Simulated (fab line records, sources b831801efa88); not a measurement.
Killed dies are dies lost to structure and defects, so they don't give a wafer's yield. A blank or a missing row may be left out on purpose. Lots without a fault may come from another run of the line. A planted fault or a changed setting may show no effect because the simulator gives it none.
A struck lot beside a sound one | flow sfq_line | 14 steps out of a route of 325
Sound: wafers L557.3, L557.4, L557.5. Struck: wafer L567.5. (L567.1, L567.2 of the same lot were not struck and are left out.) The cause comes at the end.
At each step with rows: each side's tool, then ch and its chambers, then its first start. Under that, the readings that differ: sound wafers | struck wafers | difference of the means | sigmas: that difference in standard deviations of wafers without a fault.
alike: readings whose means differ by less than 2 such deviations, and words and numbers that are the same on both sides. not compared: withheld readings, readings that some wafer has no value for, bounds like >300 that may hide the same value, and numbers for which the record gives no deviation and whose values overlap.
The two part at a step that has a row with sigmas, a row that says differs or no value, or rows on one side only. Numbers that don't overlap but have no deviation are shown without sigmas and don't part them. A reading that every wafer of one side lacks parts them only if that side has two wafers or more.

first, 6 steps without rows for these wafers: SFQ_TRILAYER_M2_LITHO_COAT_062 (resist thk 62 nm); SFQ_TRILAYER_M2_LITHO_COAT_057 (resist thk 600 nm); SFQ_TRILAYER_M2_LITHO_SOFTBAKE_061; SFQ_TRILAYER_M2_LITHO_EXPOSE_058 (exposes mask M2, target cd 500 nm); SFQ_TRILAYER_M2_LITHO_PEB_060 (peb time 60 s); SFQ_TRILAYER_M2_LITHO_DEVELOP_059 (time 60 s).
SFQ_M2_OVL_MEAS_916:
  sound on overlay-01, day 20 12:04; struck on overlay-01, day 24 19:19
  alike: M2_OVL
SFQ_TRILAYER_M2_BARC_OPEN_METAL_ETCH_077: etches BARC in O2, target depth 125 nm, time 41.7 s.
  sound on rie_metal-02 ch 0,1, day 20 12:07; struck on rie_metal-04 ch 0, day 24 19:21
  alike: chamber_pressure_mTorr, drypump_motor_current_A, oes_product_au
  not compared: rf_hours_counter_h
SFQ_TRILAYER_M2_ETCH_METAL_ETCH_060: etches Nb in Cl2/Ar, stops on SiO2, target depth 240 nm, time 120 s.
  sound on rie_metal-02 ch 0,1, day 20 12:11; struck on rie_metal-04 ch 0, day 24 19:25
  alike: chamber_pressure_mTorr, drypump_motor_current_A, oes_product_au
  not compared: rf_hours_counter_h
SFQ_TRILAYER_M2_STRIP_STRIP_061: strips in O2.
  sound on rie_metal-02 ch 0,1, day 20 12:28; struck on rie_metal-04 ch 0, day 24 19:32
  reading               | sound             | struck | difference | sigmas
  oes_product_au (a.u.) | 0.993 1.007 1.006 | 0.982  | -0.020     | -2
  alike: chamber_pressure_mTorr, drypump_motor_current_A
  not compared: rf_hours_counter_h
then, 1 step without rows for these wafers: SFQ_TRILAYER_M2_STRIP_SOLV_CLEAN_062 (cleans in NMP, time 600 s).
SFQ_TRILAYER_I2_DEP_PECVD_063: deposits SiO2 from SiH4/N2O, time 111.11 s, target thk 500 nm.
  sound on pecvd-01 ch 0,1, day 20 13:03; struck on pecvd-01 ch 0, day 24 20:19
  reading                                             | sound             | struck | difference | sigmas
  run_length_s (s)                                    | 139.1 139.1 139.2 | 124.8  | -14.3      | -42
  model.SiO2_of_TRILAYER_I2_DEP_PECVD_063.thk_nm (nm) | 497.4 500.7 510.4 | 444.9  | -57.9      |
  alike: heater_power_w, showerhead_vpp_V, throttle_valve_pct
SFQ_TRILAYER_I2_CMP_CMP_064: polishes SiO2.
  sound on cmp-01 ch 0,1,2, day 20 13:37; struck on cmp-01 ch 2, day 25 13:09
  reading                | sound       | struck | difference | sigmas
  time_to_endpoint_s (s) | 198 208 222 | 167    | -42        | -5
  alike: motor_current_A
SFQ_I2_BOW_MEAS_917:
  sound on film_metro-03, day 20 16:10; struck on film_metro-01, day 25 13:39
  alike: I2_BOW

WHERE THEY PART
First at SFQ_TRILAYER_M2_STRIP_STRIP_061; last, within this record, at SFQ_TRILAYER_I2_CMP_CMP_064. Later steps at which nothing parts them and some readings are alike: SFQ_I2_BOW_MEAS_917.

WHY: what the simulator had put in
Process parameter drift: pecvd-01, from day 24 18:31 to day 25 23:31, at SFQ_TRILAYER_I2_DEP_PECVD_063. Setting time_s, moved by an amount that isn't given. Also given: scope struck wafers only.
